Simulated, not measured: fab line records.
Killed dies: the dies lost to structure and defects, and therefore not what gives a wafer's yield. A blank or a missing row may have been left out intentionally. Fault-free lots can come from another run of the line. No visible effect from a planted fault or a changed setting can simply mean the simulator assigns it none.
fab line records	flow sfq-line	part 1 of 2: steps 1 to 28 of 39
record lots=5	wafers=15	last-day=87
route steps=325 shown M0@30 I0@43 M1@58
lots untouched by any fault: they come from a run of this same line in which no faults occurred
start-h: start of the lot's first displayed wafer, in hours after the record's first day	wait-h: hours since the lot's step before	" unchanged from the row above	L1.1+2: a single row standing in for several wafers	- no value, or no start given	* or withheld: withheld	< > ~ a bound
route shown NAME@n: a module of which the file shows steps, and the number in the route of the first	usual: mean/standard deviation of fault-free wafers	same: alike in all rows	chamber/n: place in a boat	sites: per-site readings	_std_site: the standard deviation of these	_edge_site: inner sites' mean taken away from outer sites' mean	radius-mm: for every site, how far away it sits from the centre of the wafer	mask NAME#n: copy n	behind: the last tool/chamber to shape the wafer	hold: the reason the lot was held/the length of the hold in hours/how it ended	device: transistor that didn't switch, given as n, p or np	end of line: at the end of the route, the tests of the same wafers	for a step that has no rows: nothing shown but its recipe	killed: at the first sort, the dies lost to defects and structure; wafer yield is something else	map: the dies of a wafer, with x for killed, . for not killed, _ for no die there
set.NAME: the setting that was run; set.NAME@STEP: the one run at that earlier step	model.NAME: the simulator's own value behind a step, which no gauge read
certain route steps with their lots: each step a table, each wafer a row
services: the hour from which a tool's chamber was out of use, counted from the record's first day as start-h (under 0 if before that day), plus the number of hours and why
## steps
# step SFQ_M0_RS_MEAS_904
# recipe thk-meas-gauge=four-point-probe	reads=Nb_of_TRILAYER_M0_DEP_SPUTTER_019
# usual M0_NB_RS=0.888/0.0093
lot.wafer	tool	chamber	start-h	wait-h	M0_NB_RS[ohm/sq]
L074.2	film-metro-04	-	92.70	0.1	0.886
L074.3	"	-	"	"	0.907
L074.4	"	-	"	"	0.877
L075.3	film-metro-03	-	96.92	0.1	0.886
L075.4	"	-	"	"	0.888
L075.5	"	-	"	"	0.895
L081.1	film-metro-02	-	132.43	0.0	0.893
L081.4	"	-	"	"	0.885
L081.6	"	-	"	"	0.890
L082.2	film-metro-02	-	137.25	0.1	0.873
L082.3	"	-	"	"	0.889
L082.5	"	-	"	"	0.866
L087.3	film-metro-02	-	163.49	0.1	0.886
L087.4	"	-	"	"	0.905
L087.6	"	-	"	"	0.901
# step SFQ_TRILAYER_M0_LITHO_COAT_026
# recipe resist=BARC	spin-rpm=3000	resist-thk-nm=62
lot.wafer	tool	chamber	start-h	wait-h
L074.2+3+4	litho-track-03	0	92.91	0.1
L075.3+4+5	litho-track-04	0	97.16	0.1
L081.1+4+6	litho-track-02	0	132.61	0.1
L082.2+3+5	litho-track-03	0	137.46	0.1
L087.3+4+6	litho-track-03	0	163.73	0.1
# step SFQ_TRILAYER_M0_LITHO_COAT_021
# recipe resist=KrF	spin-rpm=3000	resist-thk-nm=600
lot.wafer	tool	chamber	start-h	wait-h
L074.2+3+4	litho-track-03	0	93.21	0.2
L075.3+4+5	litho-track-04	0	97.46	0.2
L081.1+4+6	litho-track-02	0	132.91	0.2
L082.2+3+5	litho-track-03	0	137.76	0.2
L087.3+4+6	litho-track-03	0	164.03	0.2
# step SFQ_TRILAYER_M0_LITHO_SOFTBAKE_025
# recipe temp-c=withheld	time-s=withheld	resist=KrF
lot.wafer	tool	chamber	start-h	wait-h
L074.2+3+4	litho-track-03	0	93.49	0.2
L075.3+4+5	litho-track-04	0	97.71	0.2
L081.1+4+6	litho-track-02	0	133.21	0.2
L082.2+3+5	litho-track-03	0	138.04	0.2
L087.3+4+6	litho-track-03	0	164.28	0.2
# step SFQ_TRILAYER_M0_LITHO_EXPOSE_022
# recipe mask-id=M0	na=0.6	source-shape=conventional	sigma-outer=0.65	target-cd-nm=500	dose-mj=14.4
# same sigma-outer=0.65
lot.wafer	tool	chamber	start-h	wait-h	mask
L074.2+3+4	krf-scanner-02	0	150.84	-	M0#0
L075.3+4+5	krf-scanner-02	0	155.84	-	M0#0
L081.1+4+6	krf-scanner-02	0	198.29	-	M0#0
L082.2+3+5	krf-scanner-02	0	204.49	-	M0#0
L087.3+4+6	krf-scanner-02	0	234.24	-	M0#0
# step SFQ_TRILAYER_M0_LITHO_PEB_024
# recipe peb-temp-c=115	peb-time-s=60	resist=KrF
# usual heater-power-total-W=79.15/0.064
lot.wafer	tool	chamber	start-h	wait-h	heater-power-total-W
L074.2	litho-track-02	0	151.87	0.8	79.17
L074.3	"	0	"	"	78.96
L074.4	"	0	"	"	79.05
L075.3	litho-track-03	0	156.69	0.7	79.12
L075.4	"	0	"	"	79.19
L075.5	"	0	"	"	79.15
L081.1	litho-track-02	0	199.49	1.0	79.17
L081.4	"	0	"	"	79.06
L081.6	"	0	"	"	79.12
L082.2	litho-track-03	0	205.52	0.8	79.19
L082.3	"	0	"	"	79.16
L082.5	"	0	"	"	79.15
L087.3	litho-track-04	0	235.09	0.7	79.19
L087.4	"	0	"	"	79.15
L087.6	"	0	"	"	79.19
# step SFQ_TRILAYER_M0_LITHO_DEVELOP_023
# recipe time-s=60	resist=KrF
lot.wafer	tool	chamber	start-h	wait-h
L074.2+3+4	litho-track-02	0	152.02	0.1
L075.3+4+5	litho-track-03	0	156.84	0.1
L081.1+4+6	litho-track-02	0	199.64	0.1
L082.2+3+5	litho-track-03	0	205.67	0.1
L087.3+4+6	litho-track-04	0	235.24	0.1
# step SFQ_M0_OVL_MEAS_906
# usual M0_OVL=3/5.5
lot.wafer	tool	chamber	start-h	wait-h	M0_OVL[nm]
L074.2	overlay-01	-	152.15	0.1	9
L074.3	"	-	"	"	10
L074.4	"	-	"	"	8
L075.3	overlay-01	-	156.96	0.1	-1
L075.4	"	-	"	"	2
L075.5	"	-	"	"	-2
L081.1	overlay-01	-	199.79	0.1	-3
L081.4	"	-	"	"	-2
L081.6	"	-	"	"	5
L082.2	overlay-02	-	205.80	0.1	0
L082.3	"	-	"	"	-8
L082.5	"	-	"	"	-1
L087.3	overlay-01	-	235.36	0.1	0
L087.4	"	-	"	"	-7
L087.6	"	-	"	"	-4
# step SFQ_TRILAYER_M0_BARC_OPEN_METAL_ETCH_031
# recipe mask-material=PR	chemistry=O2	target-depth-nm=125	target=BARC	icp-w=600	bias-w=80	pressure-mtorr=10	time-s=41.7
# usual drypump-motor-current-A=5.7/0.53	oes-product-au=0.685/0.0049	rf-fwd-power-W=593/3.4
lot.wafer	tool	chamber	start-h	wait-h	drypump-motor-current-A	oes-product-au	rf-fwd-power-W	rf-hours-counter-h
L074.2	rie-metal-04	0	152.18	0.0	6.1	0.692	599	151
L074.3	"	1	"	"	5.7	0.681	590	-
L074.4	"	0	"	"	6.2	0.688	601	-
L075.3	rie-metal-04	1	157.00	0.0	5.7	0.683	594	-
L075.4	"	0	"	"	6.2	0.690	597	-
L075.5	"	0	"	"	6.2	0.684	598	-
L081.1	rie-metal-04	0	199.83	0.0	6.2	0.687	599	161
L081.4	"	1	"	"	5.7	0.683	591	-
L081.6	"	1	"	"	5.7	0.688	591	-
L082.2	rie-metal-01	0	205.85	0.0	5.0	0.690	593	-
L082.3	"	0	"	"	5.0	0.682	591	-
L082.5	"	0	"	"	5.0	0.688	593	-
L087.3	rie-metal-04	1	235.40	0.0	5.7	0.686	591	-
L087.4	"	0	"	"	6.2	0.678	596	-
L087.6	"	0	"	"	6.2	0.680	598	-
# step SFQ_TRILAYER_M0_ETCH_METAL_ETCH_024
# recipe target=Nb	stop-on=SiO2	mask-material=PR	chemistry=Cl2/Ar	target-depth-nm=240	icp-w=600	bias-w=80	pressure-mtorr=10	time-s=120
# usual drypump-motor-current-A=5.7/0.53	oes-product-au=0.896/0.0069	rf-fwd-power-W=596.9/2
lot.wafer	tool	chamber	start-h	wait-h	drypump-motor-current-A	oes-product-au	rf-fwd-power-W	rf-hours-counter-h
L074.2	rie-metal-04	0	152.24	0.0	6.1	0.899	599.5	151
L074.3	"	1	"	"	5.7	0.887	596.8	-
L074.4	"	0	"	"	6.2	0.904	597.2	-
L075.3	rie-metal-04	1	157.08	0.1	5.7	0.904	595.1	-
L075.4	"	0	"	"	6.2	0.894	599.7	-
L075.5	"	0	"	"	6.2	0.891	597.2	-
L081.1	rie-metal-04	0	199.89	0.0	6.2	0.895	597.2	161
L081.4	"	1	"	"	5.7	0.899	593.5	-
L081.6	"	1	"	"	5.7	0.885	595.9	-
L082.2	rie-metal-01	0	205.99	0.1	5.0	0.910	599.8	-
L082.3	"	0	"	"	5.0	0.898	598.1	-
L082.5	"	0	"	"	5.0	0.907	598.4	-
L087.3	rie-metal-04	1	235.48	0.1	5.7	0.896	595.7	-
L087.4	"	0	"	"	6.1	0.886	599.2	-
L087.6	"	0	"	"	6.1	0.889	599.6	-
# step SFQ_TRILAYER_M0_STRIP_STRIP_025
# recipe gas=O2	power-w=200	platen-temp-c=40	overash-fraction=0.65	chemistry=O2	pressure-mtorr=50
# usual drypump-motor-current-A=5.7/0.53	oes-product-au=1.006/0.012
lot.wafer	tool	chamber	start-h	wait-h	drypump-motor-current-A	oes-product-au	rf-hours-counter-h
L074.2	rie-metal-04	0	152.36	0.1	6.2	1.004	151
L074.3	"	1	"	"	5.7	1.024	-
L074.4	"	0	"	"	6.2	1.015	-
L075.3	rie-metal-04	1	157.36	0.2	5.7	1.025	-
L075.4	"	0	"	"	6.2	1.005	-
L075.5	"	0	"	"	6.1	1.027	-
L081.1	rie-metal-04	0	200.01	0.1	6.2	1.020	161
L081.4	"	1	"	"	5.7	1.007	-
L081.6	"	1	"	"	5.6	1.016	-
L082.2	rie-metal-01	0	206.40	0.4	5.0	0.986	-
L082.3	"	0	"	"	5.0	0.993	-
L082.5	"	0	"	"	5.0	0.987	-
L087.3	rie-metal-04	1	235.76	0.2	5.6	1.028	-
L087.4	"	0	"	"	6.2	1.002	-
L087.6	"	0	"	"	6.2	1.002	-
# step SFQ_TRILAYER_M0_STRIP_SOLV_CLEAN_026
# recipe chemistry=NMP	temp-c=70	time-s=600
lot.wafer	tool	chamber	start-h	wait-h
L074.2+3+4	wet-bench-03	0,6,7	152.96	0.4
L075.3+4+5	wet-bench-01	5,1,7	157.76	0.2
L081.1+4+6	wet-bench-01	5,4,3	200.61	0.4
L082.2+3+5	wet-bench-04	7,4,0	207.40	0.8
L087.3+4+6	wet-bench-01	7,2,1	236.16	0.2
# step SFQ_TRILAYER_I0_DEP_PECVD_027
# recipe material=SiO2	temp-c=150	time-s=111.11	pressure-torr=2.4	rf-w=183.3	precursor=SiH4/N2O	target-thk-nm=500
# usual chamber-pressure-Torr=2.399/0.005	heater-power-w=86/18	rf-fwd-power-W=182.4/0.63	susceptor-temp-C=150.00/0.15	throttle-valve-pct=25.2/1.7
lot.wafer	tool	chamber	start-h	wait-h	chamber-pressure-Torr	heater-power-w	rf-fwd-power-W	susceptor-temp-C	throttle-valve-pct
L074.2	pecvd-04	2	153.14	0.0	2.392	103	182.8	149.77	23.5
L074.3	"	0	"	"	2.401	71	182.4	150.14	26.1
L074.4	"	2	"	"	2.394	109	181.8	149.79	23.7
L075.3	pecvd-04	2	157.94	0.0	2.403	113	183.2	150.16	23.7
L075.4	"	0	"	"	2.402	72	183.1	150.14	26.1
L075.5	"	1	"	"	2.403	71	182.3	149.89	25.0
L081.1	pecvd-04	2	200.79	0.0	2.403	111	182.3	149.90	23.5
L081.4	"	2	"	"	2.399	112	183.1	150.05	23.6
L081.6	"	0	"	"	2.386	68	183.4	150.14	26.4
L082.2	pecvd-02	2	207.59	0.0	2.402	92	181.8	150.25	27.6
L082.3	"	0	"	"	2.402	104	183.0	149.96	26.7
L082.5	"	0	"	"	2.416	109	182.1	149.92	26.7
L087.3	pecvd-02	1	236.34	0.0	2.394	97	182.3	150.02	25.4
L087.4	"	1	"	"	2.399	99	182.4	150.24	25.8
L087.6	"	0	"	"	2.395	90	182.6	150.01	26.6
# step SFQ_TRILAYER_I0_CMP_CMP_028
# recipe material=SiO2	down-force-psi=3	platen-rpm=60	pad-velocity-m-s=0.94248
# usual motor-current-A=10.0/0.75	time-to-endpoint-s=208/8.8
lot.wafer	tool	chamber	start-h	wait-h	motor-current-A	time-to-endpoint-s
L074.3	cmp-01	0	153.92	0.7	11.2	217
L074.2	"	1	"	"	10.6	200
L074.4	"	3	155.42	2.2	9.3	206
L075.3	cmp-01	2	162.92	4.9	10.7	207
L075.4	"	0	163.92	5.9	11.2	228
L075.5	"	2	164.92	6.9	11.2	225
L081.4	cmp-02	3	209.15	8.3	10.0	211
L081.1	"	0	"	"	10.9	192
L081.6	"	2	210.65	9.7	9.0	209
L082.2	cmp-01	1	213.92	6.3	10.3	217
L082.3	"	0	215.42	7.8	10.4	230
L082.5	"	1	"	"	9.4	224
L087.4	cmp-02	2	245.15	8.7	9.3	211
L087.3	"	0	246.15	9.8	10.9	195
L087.6	"	2	247.15	10.7	9.0	219
# step SFQ_I0_BOW_MEAS_907
# recipe mode=bow
# usual I0_BOW=1/7.4
lot.wafer	tool	chamber	start-h	wait-h	I0_BOW[um]
L074.2	film-metro-03	-	156.94	2.0	6
L074.3	"	-	"	"	12
L074.4	"	-	"	"	0
L075.3	film-metro-03	-	165.96	2.5	-14
L075.4	"	-	"	"	4
L075.5	"	-	"	"	7
L081.1	film-metro-04	-	211.15	1.0	-5
L081.4	"	-	"	"	6
L081.6	"	-	"	"	-13
L082.2	film-metro-03	-	216.94	2.5	6
L082.3	"	-	"	"	6
L082.5	"	-	"	"	15
L087.3	film-metro-04	-	248.19	1.5	-3
L087.4	"	-	"	"	-13
L087.6	"	-	"	"	-5
# step SFQ_TRILAYER_I0_METRO_MEASURE_029
# usual thk-nm=199.2/1.3
lot.wafer	tool	chamber	start-h	wait-h	thk-nm
L074.2	film-metro-03	-	157.24	0.3	199.6
L074.3	"	-	"	"	200.6
L074.4	"	-	"	"	199.2
L075.3	film-metro-03	-	166.44	0.5	199.2
L075.4	"	-	"	"	200.4
L075.5	"	-	"	"	198.3
L081.1	film-metro-04	-	211.27	0.1	198.9
L081.4	"	-	"	"	199.2
L081.6	"	-	"	"	200.2
L082.2	film-metro-03	-	217.24	0.3	200.9
L082.3	"	-	"	"	201.8
L082.5	"	-	"	"	199.9
L087.3	film-metro-04	-	248.67	0.5	196.6
L087.4	"	-	"	"	199.9
L087.6	"	-	"	"	199.7
# step SFQ_TRILAYER_I0_VIA_LITHO_COAT_036
# recipe resist=BARC	spin-rpm=3000	resist-thk-nm=62
lot.wafer	tool	chamber	start-h	wait-h
L074.2+3+4	litho-track-01	0	158.29	0.8
L075.3+4+5	litho-track-02	0	167.34	0.7
L081.1+4+6	litho-track-03	0	212.47	1.0
L082.2+3+5	litho-track-02	0	218.29	0.8
L087.3+4+6	litho-track-03	0	249.57	0.7
# step SFQ_TRILAYER_I0_VIA_LITHO_COAT_031
# recipe resist=KrF	spin-rpm=3000	resist-thk-nm=650
lot.wafer	tool	chamber	start-h	wait-h
L074.2+3+4	litho-track-01	0	158.59	0.2
L075.3+4+5	litho-track-02	0	167.64	0.2
L081.1+4+6	litho-track-03	0	212.77	0.2
L082.2+3+5	litho-track-02	0	218.59	0.2
L087.3+4+6	litho-track-03	0	249.87	0.2
# step SFQ_TRILAYER_I0_VIA_LITHO_SOFTBAKE_035
# recipe temp-c=withheld	time-s=withheld	resist=KrF
lot.wafer	tool	chamber	start-h	wait-h
L074.2+3+4	litho-track-01	0	158.86	0.2
L075.3+4+5	litho-track-02	0	167.89	0.2
L081.1+4+6	litho-track-03	0	213.07	0.2
L082.2+3+5	litho-track-02	0	218.86	0.2
L087.3+4+6	litho-track-03	0	250.12	0.2
# step SFQ_TRILAYER_I0_VIA_LITHO_EXPOSE_032
# recipe mask-id=I0	na=0.6	source-shape=conventional	sigma-outer=0.65	target-cd-nm=500	dose-mj=21.3
# same sigma-outer=0.65
lot.wafer	tool	chamber	start-h	wait-h	mask
L074.2+3+4	krf-scanner-01	0	198.40	-	I0#0
L075.3+4+5	krf-scanner-01	0	205.80	-	I0#0
L081.1+4+6	krf-scanner-01	0	-	-	I0#0
L082.2+3+5	krf-scanner-01	0	254.90	-	I0#0
L087.3+4+6	krf-scanner-01	0	282.70	-	I0#0
# step SFQ_TRILAYER_I0_VIA_LITHO_PEB_034
# recipe peb-temp-c=115	peb-time-s=60	resist=KrF
# usual heater-power-total-W=79.15/0.064
lot.wafer	tool	chamber	start-h	wait-h	heater-power-total-W
L074.2	litho-track-01	0	199.43	0.8	79.21
L074.3	"	0	"	"	79.26
L074.4	"	0	"	"	79.17
L075.3	litho-track-01	0	206.65	0.7	79.12
L075.4	"	0	"	"	79.07
L075.5	"	0	"	"	79.17
L081.1	litho-track-03	0	-	-	79.10
L081.4	"	0	"	"	79.25
L081.6	"	0	"	"	79.26
L082.2	litho-track-03	0	255.94	0.8	79.02
L082.3	"	0	"	"	79.27
L082.5	"	0	"	"	79.17
L087.3	litho-track-01	0	283.55	0.7	79.12
L087.4	"	0	"	"	79.20
L087.6	"	0	"	"	79.22
# step SFQ_TRILAYER_I0_VIA_LITHO_DEVELOP_033
# recipe time-s=60	resist=KrF
lot.wafer	tool	chamber	start-h	wait-h
L074.2+3+4	litho-track-01	0	199.58	0.1
L075.3+4+5	litho-track-01	0	206.80	0.1
L081.1+4+6	litho-track-03	0	250.37	0.1
L082.2+3+5	litho-track-03	0	256.09	0.1
L087.3+4+6	litho-track-01	0	283.70	0.1
# step SFQ_I0_OVL_MEAS_908
# usual I0_OVL=-6/4.9
lot.wafer	tool	chamber	start-h	wait-h	I0_OVL[nm]
L074.2	overlay-02	-	199.71	0.1	-9
L074.3	"	-	"	"	-10
L074.4	"	-	"	"	-9
L075.3	overlay-01	-	206.92	0.1	-10
L075.4	"	-	"	"	-6
L075.5	"	-	"	"	-14
L081.1	overlay-02	-	250.52	0.1	-12
L081.4	"	-	"	"	-17
L081.6	"	-	"	"	-16
L082.2	overlay-01	-	256.22	0.1	1
L082.3	"	-	"	"	-9
L082.5	"	-	"	"	-6
L087.3	overlay-02	-	283.81	0.1	-2
L087.4	"	-	"	"	-4
L087.6	"	-	"	"	-12
# step SFQ_TRILAYER_I0_VIA_BARC_OPEN_VIA_ETCH_046
# recipe mask-material=PR	chemistry=O2	target-depth-nm=125	target=BARC	source-w=500	bias-w=80	pressure-mtorr=30	time-s=41.7
# usual drypump-motor-current-A=5.8/0.34	oes-product-au=0.685/0.0051	rf-fwd-power-W=494.3/2.5
lot.wafer	tool	chamber	start-h	wait-h	drypump-motor-current-A	oes-product-au	rf-fwd-power-W	rf-hours-counter-h
L074.2	rie-diel-02	0	199.74	0.0	5.5	0.690	494.4	131
L074.3	"	3	"	"	5.9	0.689	497.6	50
L074.4	"	1	"	"	6.1	0.678	495.7	-
L075.3	rie-diel-02	1	206.94	0.0	6.1	0.687	494.3	72
L075.4	"	3	"	"	5.9	0.688	498.0	-
L075.5	"	0	"	"	5.5	0.676	495.0	-
L081.1	rie-diel-04	0	250.55	0.0	5.0	0.681	493.9	9
L081.4	"	0	"	"	5.0	0.683	492.8	-
L081.6	"	3	"	"	6.3	0.677	493.3	-
L082.2	rie-diel-03	0	256.25	0.0	6.2	0.687	496.6	82
L082.3	"	2	"	"	5.7	0.685	497.1	118
L082.5	"	3	"	"	5.0	0.682	494.7	-
L087.3	rie-diel-03	2	283.84	0.0	5.7	0.686	498.3	118
L087.4	"	1	"	"	5.8	0.686	494.0	82
L087.6	"	1	"	"	5.8	0.689	495.5	-
# step SFQ_TRILAYER_I0_VIA_ETCH_VIA_ETCH_034
# recipe target=SiO2	stop-on=Nb	mask-material=PR	taper-deg=20	chemistry=CHF3	target-depth-nm=260	source-w=500	bias-w=80	pressure-mtorr=30	time-s=withheld
# usual drypump-motor-current-A=5.8/0.34	oes-product-au=0.853/0.0051	rf-fwd-power-W=498.2/1.6
lot.wafer	tool	chamber	start-h	wait-h	drypump-motor-current-A	oes-product-au	rf-fwd-power-W
L074.2	rie-diel-02	0	199.78	0.0	5.5	0.852	496.7
L074.3	"	3	"	"	5.8	0.855	500.9
L074.4	"	1	"	"	6.1	0.855	501.2
L075.3	rie-diel-02	1	206.98	0.0	6.1	0.845	498.2
L075.4	"	3	"	"	5.9	0.859	499.1
L075.5	"	0	"	"	5.6	0.848	496.3
L081.1	rie-diel-04	0	250.59	0.0	5.0	0.863	496.2
L081.4	"	0	"	"	5.0	0.852	499.4
L081.6	"	3	"	"	6.3	0.854	497.1
L082.2	rie-diel-03	0	256.29	0.0	6.2	0.863	497.7
L082.3	"	2	"	"	5.7	0.856	500.9
L082.5	"	3	"	"	5.0	0.853	497.1
L087.3	rie-diel-03	2	283.88	0.0	5.7	0.856	499.0
L087.4	"	1	"	"	5.8	0.848	497.6
L087.6	"	1	"	"	5.8	0.848	495.5
# step SFQ_TRILAYER_I0_VIA_STRIP_STRIP_035
# recipe gas=O2	power-w=200	platen-temp-c=40	overash-fraction=0.65	chemistry=O2	pressure-mtorr=50
# usual drypump-motor-current-A=5.9/0.5	oes-product-au=0.992/0.012
lot.wafer	tool	chamber	start-h	wait-h	drypump-motor-current-A	oes-product-au	rf-hours-counter-h
L074.2	rie-metal-03	1	199.89	-	6.5	0.997	44
L074.3	"	1	"	"	6.5	1.005	-
L074.4	"	0	"	"	5.0	1.006	-
L075.3	rie-metal-02	1	207.29	-	5.8	1.003	-
L075.4	"	0	"	"	6.3	0.976	-
L075.5	"	1	"	"	5.8	0.998	-
L081.1	rie-metal-02	1	250.71	-	5.9	0.990	34
L081.4	"	1	"	"	5.8	0.997	-
L081.6	"	0	"	"	6.3	0.969	-
L082.2	rie-metal-01	1	256.40	-	5.6	1.001	6
L082.3	"	0	"	"	4.9	1.003	-
L082.5	"	0	"	"	5.0	1.003	-
L087.3	rie-metal-02	1	284.19	-	5.8	0.995	-
L087.4	"	0	"	"	6.3	0.982	-
L087.6	"	1	"	"	5.8	1.002	-
# step SFQ_TRILAYER_I0_VIA_STRIP_SOLV_CLEAN_036
# recipe chemistry=NMP	temp-c=70	time-s=600
lot.wafer	tool	chamber	start-h	wait-h
L074.2+3+4	wet-bench-04	0,3,4	200.49	0.4
L075.3+4+5	wet-bench-02	5,2,1	207.69	0.2
L081.1+4+6	wet-bench-02	1,4,6	251.31	0.4
L082.2+3+5	wet-bench-01	2,0,7	257.00	0.4
L087.3+4+6	wet-bench-04	7,4,0	284.59	0.2
# step SFQ_TRILAYER_M1_DEP_PRE_CLEAN_038
# recipe gas=Ar	time-s=22.5	bias-v=250
lot.wafer	tool	chamber	start-h	wait-h
L074.2+3+4	pvd-sputter-06	-	200.67	0.0
L075.3+4+5	pvd-sputter-06	-	207.88	0.0
L081.1+4+6	pvd-sputter-04	-	251.48	0.0
L082.2+3+5	pvd-sputter-03	-	257.19	0.0
L087.3+4+6	pvd-sputter-06	-	284.77	0.0
